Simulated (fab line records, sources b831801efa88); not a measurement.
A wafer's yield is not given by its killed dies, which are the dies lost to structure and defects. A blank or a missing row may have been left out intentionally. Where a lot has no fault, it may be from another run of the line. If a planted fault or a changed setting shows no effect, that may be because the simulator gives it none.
What tool caused it? | flow gf180mcu | 13 lots with 39 wafers sampled at 5 steps, on a route of 602 steps

WHAT EACH GAUGE READ, for each wafer
GF_VT_IMPLANT_TW_MEAS_21. Usual: VT_IMPLANT_2_TW 1211, standard deviation 13.
lot  | measured     | on           | VT_IMPLANT_2_TW | flag
L680 | day 6 07:13  | filmMetro-04 | 1205 1210 1207  | 
L681 | day 6 14:04  | filmMetro-02 | 1230 1226 1220  | 
L682 | day 6 20:01  | filmMetro-02 | 1227 1224 1229  | 
L684 | day 7 09:14  | filmMetro-02 | 1223 1224 1222  | 
L685 | day 7 15:11  | filmMetro-02 | 1225 1221 1225  | 
L686 | day 7 22:38  | filmMetro-04 | 1193 1196 1199  | 
L691 | day 9 03:21  | filmMetro-03 | 1204 1211 1204  | 
L693 | day 9 16:32  | filmMetro-02 | 1090 1093 1090  | OFF
L694 | day 10 01:43 | filmMetro-03 | 1085 1085 1090  | OFF
L695 | day 10 07:27 | filmMetro-02 | 1082 1085 1092  | OFF
L697 | day 10 23:46 | filmMetro-04 | 1192 1199 1204  | 
L699 | day 11 10:35 | filmMetro-03 | 1222 1220 1211  | 
L701 | day 11 21:40 | filmMetro-04 | 1193 1207 1201  | 

GF_VT_IMPLANT_TW_MEAS_32. Usual: VT_IMPLANT_3_TW 268.5, standard deviation 2.5.
lot  | measured     | on           | VT_IMPLANT_3_TW   | flag
L680 | day 6 22:46  | filmMetro-02 | 268.6 268.7 272.4 | 
L681 | day 7 05:23  | filmMetro-04 | 264.0 263.7 265.8 | 
L682 | day 7 11:28  | filmMetro-02 | 270.3 270.4 269.6 | 
L684 | day 8 01:32  | filmMetro-02 | 271.1 271.6 272.7 | 
L685 | day 8 06:43  | filmMetro-03 | 269.6 268.7 269.6 | 
L686 | day 8 14:07  | filmMetro-03 | 270.0 270.0 269.6 | 
L691 | day 9 20:28  | filmMetro-04 | 265.3 265.9 265.6 | 
L693 | day 10 10:32 | filmMetro-04 | 264.6 265.1 264.2 | 
L694 | day 10 20:07 | filmMetro-02 | 270.0 271.4 270.5 | 
L695 | day 11 01:57 | filmMetro-02 | 271.2 271.1 273.3 | 
L697 | day 11 18:38 | filmMetro-04 | 267.4 265.8 266.7 | 
L699 | day 12 06:03 | filmMetro-04 | 267.0 265.0 266.1 | 
L701 | day 12 17:28 | filmMetro-02 | 272.6 270.9 272.0 | 

WHICH TOOL RAN EACH LOT (tool, then ch and the chambers of the sampled wafers, then the start)
lot  | GF_LVPWELL_STRIP_10                | GF_MVPSD_STRIP_10                   | GF_VT_IMPLANT_IMPLANT_19
L680 | plasmaAsher-02 ch 1, day 3 20:58   | plasmaAsher-01 ch 0,1, day 5 01:23  | implanter-03 ch 0, day 6 06:58
L681 | plasmaAsher-02 ch 0,1, day 4 03:25 | plasmaAsher-04 ch 0,1, day 5 08:35  | implanter-03 ch 0, day 6 13:50
L682 | plasmaAsher-03 ch 0,1, day 4 09:50 | plasmaAsher-01 ch 0,1, day 5 14:37  | implanter-02 ch 0, day 6 19:46
L684 | plasmaAsher-02 ch 0,1, day 4 20:01 | plasmaAsher-01 ch 0,1, day 6 01:55  | implanter-02 ch 0, day 7 08:59
L685 | plasmaAsher-02 ch 0,1, day 5 02:38 | plasmaAsher-03 ch 0,1, day 6 08:13  | implanter-02 ch 0, day 7 14:56
L686 | plasmaAsher-02 ch 0,1, day 5 06:13 | plasmaAsher-03 ch 0,1, day 6 14:59  | implanter-02 ch 0, day 7 22:25
L691 | plasmaAsher-03 ch 0,1, day 6 10:25 | plasmaAsher-03 ch 0,1, day 7 17:53  | implanter-03 ch 0, day 9 03:07
L693 | plasmaAsher-03 ch 0, day 6 21:52   | plasmaAsher-04 ch 0,1, day 8 06:23  | implanter-03 ch 0, day 9 16:17
L694 | plasmaAsher-02 ch 0,1, day 7 05:44 | plasmaAsher-04 ch 0,1, day 8 15:11  | implanter-03 ch 0, day 10 01:28
L695 | plasmaAsher-03 ch 0,1, day 7 10:26 | plasmaAsher-04 ch 0,1, day 8 19:52  | implanter-03 ch 0, day 10 07:15
L697 | plasmaAsher-03 ch 0,1, day 7 23:43 | plasmaAsher-04 ch 0, day 9 10:38    | implanter-04 ch 0, day 10 23:31
L699 | plasmaAsher-02 ch 0, day 8 10:31   | plasmaAsher-04 ch 1, day 9 21:10    | implanter-04 ch 0, day 11 10:21
L701 | plasmaAsher-01 ch 0,1, day 8 20:47 | plasmaAsher-03 ch 0,1, day 10 08:02 | implanter-04 ch 0, day 11 21:25
- GF_LVPWELL_STRIP_10: strips in O2/N2.
- GF_MVPSD_STRIP_10: strips in O2/N2.
- GF_VT_IMPLANT_IMPLANT_19

WHAT THE TOOLS THEMSELVES READ (means of the sampled wafers that have a number; where no wafer has one, the mark that the record gives instead)
GF_LVPWELL_STRIP_10. Usual: drypumpMotorCurrentA 6.0 A, standard deviation 0.3; heaterPowerW 344 W, standard deviation 26; oesProductAu 0.722 a.u., standard deviation 0.0044; stripTimeToEndpointS 36.92 s, standard deviation 0.089.
lot  | tool           | drypumpMotorCurrentA (A) | heaterPowerW (W) | oesProductAu (a.u.) | stripTimeToEndpointS (s) | flag
L680 | plasmaAsher-02 | 6.1                      | 330              | 0.717               | 36.95                    | 
L681 | plasmaAsher-02 | 6.2                      | 340              | 0.726               | 36.87                    | 
L682 | plasmaAsher-03 | 5.9                      | 349              | 0.722               | 36.80                    | 
L684 | plasmaAsher-02 | 6.2                      | 336              | 0.719               | 36.87                    | 
L685 | plasmaAsher-02 | 6.2                      | 333              | 0.722               | 37.02                    | 
L686 | plasmaAsher-02 | 6.2                      | 334              | 0.723               | 36.96                    | 
L691 | plasmaAsher-03 | 5.9                      | 350              | 0.726               | 37.05                    | 
L693 | plasmaAsher-03 | 5.8                      | 335              | 0.720               | 36.83                    | 
L694 | plasmaAsher-02 | 6.2                      | 332              | 0.724               | 36.94                    | 
L695 | plasmaAsher-03 | 6.2                      | 368              | 0.722               | 36.94                    | 
L697 | plasmaAsher-03 | 6.0                      | 355              | 0.721               | 36.92                    | 
L699 | plasmaAsher-02 | 6.2                      | 340              | 0.724               | 36.99                    | 
L701 | plasmaAsher-01 | 5.7                      | 318              | 0.721               | 36.92                    | 

GF_MVPSD_STRIP_10. Usual: drypumpMotorCurrentA 5.9 A, standard deviation 0.3; heaterPowerW 339 W, standard deviation 29; oesProductAu 0.723 a.u., standard deviation 0.0042; stripTimeToEndpointS 36.89 s, standard deviation 0.11.
lot  | tool           | drypumpMotorCurrentA (A) | heaterPowerW (W) | oesProductAu (a.u.) | stripTimeToEndpointS (s) | flag
L680 | plasmaAsher-01 | 5.5                      | 344              | 0.719               | 36.87                    | 
L681 | plasmaAsher-04 | 5.9                      | 337              | 0.725               | 36.95                    | 
L682 | plasmaAsher-01 | 5.6                      | 342              | 0.724               | 36.78                    | 
L684 | plasmaAsher-01 | 5.7                      | 320              | 0.722               | 37.00                    | 
L685 | plasmaAsher-03 | 5.9                      | 352              | 0.727               | 36.83                    | 
L686 | plasmaAsher-03 | 6.0                      | 355              | 0.728               | 36.99                    | 
L691 | plasmaAsher-03 | 5.9                      | 352              | 0.721               | 36.74                    | 
L693 | plasmaAsher-04 | 6.1                      | 328              | 0.720               | 36.85                    | 
L694 | plasmaAsher-04 | 6.0                      | 340              | 0.724               | 36.94                    | 
L695 | plasmaAsher-04 | 6.1                      | 329              | 0.720               | 36.76                    | 
L697 | plasmaAsher-04 | 5.9                      | 350              | 0.726               | 36.80                    | 
L699 | plasmaAsher-04 | 6.2                      | 310              | 0.726               | 36.96                    | 
L701 | plasmaAsher-03 | 6.2                      | 367              | 0.725               | 36.91                    | 

GF_VT_IMPLANT_IMPLANT_19. Usual: tiltDeg 6.996 degrees, standard deviation 0.02.
lot  | tool         | tiltDeg (degrees) | flag
L680 | implanter-03 | 6.991             | 
L681 | implanter-03 | 6.996             | 
L682 | implanter-02 | 6.976             | 
L684 | implanter-02 | 7.007             | 
L685 | implanter-02 | 6.993             | 
L686 | implanter-02 | 6.974             | 
L691 | implanter-03 | 7.033             | 
L693 | implanter-03 | -0.001            | OFF
L694 | implanter-03 | -0.006            | OFF
L695 | implanter-03 | -0.011            | OFF
L697 | implanter-04 | 7.012             | 
L699 | implanter-04 | 6.990             | 
L701 | implanter-04 | 6.998             | 

THE ANSWER, worked out from the rows above alone
Rule: a lot counts as off when the mean over its wafers that have a number is more than 3 standard deviations away from the usual mean. Also off: a lot with no number at a reading for which 4 or more lots have one. The other lots that the step has rows for count as sound. The gauges are gone through in route order, then the tools' own readings, and for those a lot's mean is taken as printed above. The first step at which some lot is off is used, and at that step the reading that is off furthest; a lot without a number counts as furthest.
Off: L693, L694, L695, at GF_VT_IMPLANT_TW_MEAS_21 (VT_IMPLANT_2_TW).
If a tool, at a process step before that reading, ran all the lots that are off and no sound lot after the first of them, it fits. Not tried: the gauges at GF_VT_IMPLANT_TW_MEAS_21; whatever is off there is also off at GF_VT_IMPLANT_IMPLANT_19, on other tools, and gauge error can't account for it. One fits: GF_VT_IMPLANT_IMPLANT_19 on implanter-03. A fault onset in the window from L691 (day 9 03:07, its last sound lot) to L693 (day 9 16:17, its first lot off) fits.
The tool's own readings at GF_VT_IMPLANT_IMPLANT_19 bear it out: on the lots that are off they differ by more than 5 times the standard deviation of the sound lots' means. tiltDeg reads -0.006 degrees there against 6.997 degrees on the sound lots.

WHAT THE SIMULATOR HAD INSERTED
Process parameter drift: implanter-03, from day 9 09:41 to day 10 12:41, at GF_VT_IMPLANT_IMPLANT_19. Setting tiltDeg shifted by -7 from 7. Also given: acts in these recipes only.
Struck lots among those shown: L693, L694, L695. The rule above reached the same finding.
